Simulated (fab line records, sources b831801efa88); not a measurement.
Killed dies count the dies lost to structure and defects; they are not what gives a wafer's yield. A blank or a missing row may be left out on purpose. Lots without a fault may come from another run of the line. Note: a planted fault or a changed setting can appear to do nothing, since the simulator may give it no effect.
Matching of chambers :: flow gf180mcu :: cmp-01 running GF_V2_CMP_04: 4 sister chambers
The step polishes SiO2. 16 wafers are shown with their chamber, then 7 later ones without.

## WAFERS PAIRED WITH THEIR CHAMBERS
wafer: L102.3
chamber: 2
motor_current_A (A): 12.9
slurry_flow_ml_min: 150.8
platen_rpm (rpm): 59.95

wafer: L102.5
chamber: 2
motor_current_A (A): 13.6
slurry_flow_ml_min: 149.5
platen_rpm (rpm): 60.05

wafer: L102.6
chamber: 1
motor_current_A (A): 11.4
slurry_flow_ml_min: 148.8
platen_rpm (rpm): 60.02

wafer: L103.1
chamber: 0
motor_current_A (A): 12.1
slurry_flow_ml_min: 150.3
platen_rpm (rpm): 60.00

wafer: L103.2
chamber: 2
motor_current_A (A): 12.8
slurry_flow_ml_min: 150.4
platen_rpm (rpm): 60.11

wafer: L103.3
chamber: 3
motor_current_A (A): 13.0
slurry_flow_ml_min: 151.2
platen_rpm (rpm): 60.00

wafer: L105.1
chamber: 3
motor_current_A (A): 12.2
slurry_flow_ml_min: 150.8
platen_rpm (rpm): 60.04

wafer: L105.3
chamber: 1
motor_current_A (A): 11.8
slurry_flow_ml_min: 149.5
platen_rpm (rpm): 59.98

wafer: L105.5
chamber: 0
motor_current_A (A): 12.4
slurry_flow_ml_min: 150.1
platen_rpm (rpm): 59.98

wafer: L110.3
chamber: 0
motor_current_A (A): 12.3
slurry_flow_ml_min: 150.3
platen_rpm (rpm): 60.03

wafer: L110.5
chamber: 0
motor_current_A (A): 12.5
slurry_flow_ml_min: 149.9
platen_rpm (rpm): 59.99

wafer: L110.6
chamber: 3
motor_current_A (A): 12.3
slurry_flow_ml_min: 150.1
platen_rpm (rpm): 60.02

wafer: L112.1
chamber: 1
motor_current_A (A): 12.0
slurry_flow_ml_min: 150.6
platen_rpm (rpm): 60.02

wafer: L112.2
chamber: 2
motor_current_A (A): 12.7
slurry_flow_ml_min: 150.4
platen_rpm (rpm): 60.05

wafer: L112.3
chamber: 3
motor_current_A (A): 12.9
slurry_flow_ml_min: 150.1
platen_rpm (rpm): 60.02

wafer: L114.1
chamber: 3
motor_current_A (A): 12.4
slurry_flow_ml_min: 149.7
platen_rpm (rpm): 60.04

SIGNATURES, as means of the wafers listed above
reading: motor_current_A
chamber 0: 12.325
chamber 1: 11.733
chamber 2: 13.000
chamber 3: 12.560
scatter within a chamber: 0.33

reading: slurry_flow_ml_min
chamber 0: 150.150
chamber 1: 149.633
chamber 2: 150.275
chamber 3: 150.380
scatter within a chamber: 0.587

reading: platen_rpm
chamber 0: 60.0000
chamber 1: 60.0067
chamber 2: 60.0400
chamber 3: 60.0240
scatter within a chamber: 0.0374
Rule: a wafer's distance from a chamber is the root of the sum, over the readings, of the square of ((its reading less the chamber's mean) divided by the reading's scatter). The wafer belongs to the nearest chamber; if the next one is less than 2 further off, it can't be placed. The scatter: the root of (the sum of the squares of (reading less its chamber's mean) over the shown wafers, divided by (wafers less chambers)).

## WAFERS WITH NO CHAMBER GIVEN
wafer: L114.2
motor_current_A (A): 12.8
slurry_flow_ml_min: 150.3
platen_rpm (rpm): 60.05

wafer: L114.4
motor_current_A (A): 12.3
slurry_flow_ml_min: 149.5
platen_rpm (rpm): 60.00

wafer: L115.1
motor_current_A (A): 11.5
slurry_flow_ml_min: 149.6
platen_rpm (rpm): 59.97

wafer: L115.3
motor_current_A (A): 12.1
slurry_flow_ml_min: 150.5
platen_rpm (rpm): 59.98

wafer: L115.5
motor_current_A (A): 12.7
slurry_flow_ml_min: 150.3
platen_rpm (rpm): 60.00

wafer: L124.3
motor_current_A (A): 13.1
slurry_flow_ml_min: 149.9
platen_rpm (rpm): 59.91

wafer: L124.6
motor_current_A (A): 12.3
slurry_flow_ml_min: 149.4
platen_rpm (rpm): 59.93

## WHICH CHAMBER EACH ONE RAN IN
wafer: L114.2
from the rows above: can't be placed: 2 or 3 or 0
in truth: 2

wafer: L114.4
from the rows above: can't be placed: 0 or 1 or 3 or 2
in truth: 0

wafer: L115.1
from the rows above: can't be placed: 1 or 0
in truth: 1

wafer: L115.3
from the rows above: can't be placed: 0 or 3 or 1
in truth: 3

wafer: L115.5
from the rows above: can't be placed: 3 or 0 or 2
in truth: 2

wafer: L124.3
from the rows above: can't be placed: 0 or 2 or 3 or 1
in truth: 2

wafer: L124.6
from the rows above: can't be placed: 0 or 1 or 3 or 2
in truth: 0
Placed correctly: 0 of 7. Can't be placed from these rows: 7 (the true chamber is among the candidates in 7). Number placed wrongly: 0.
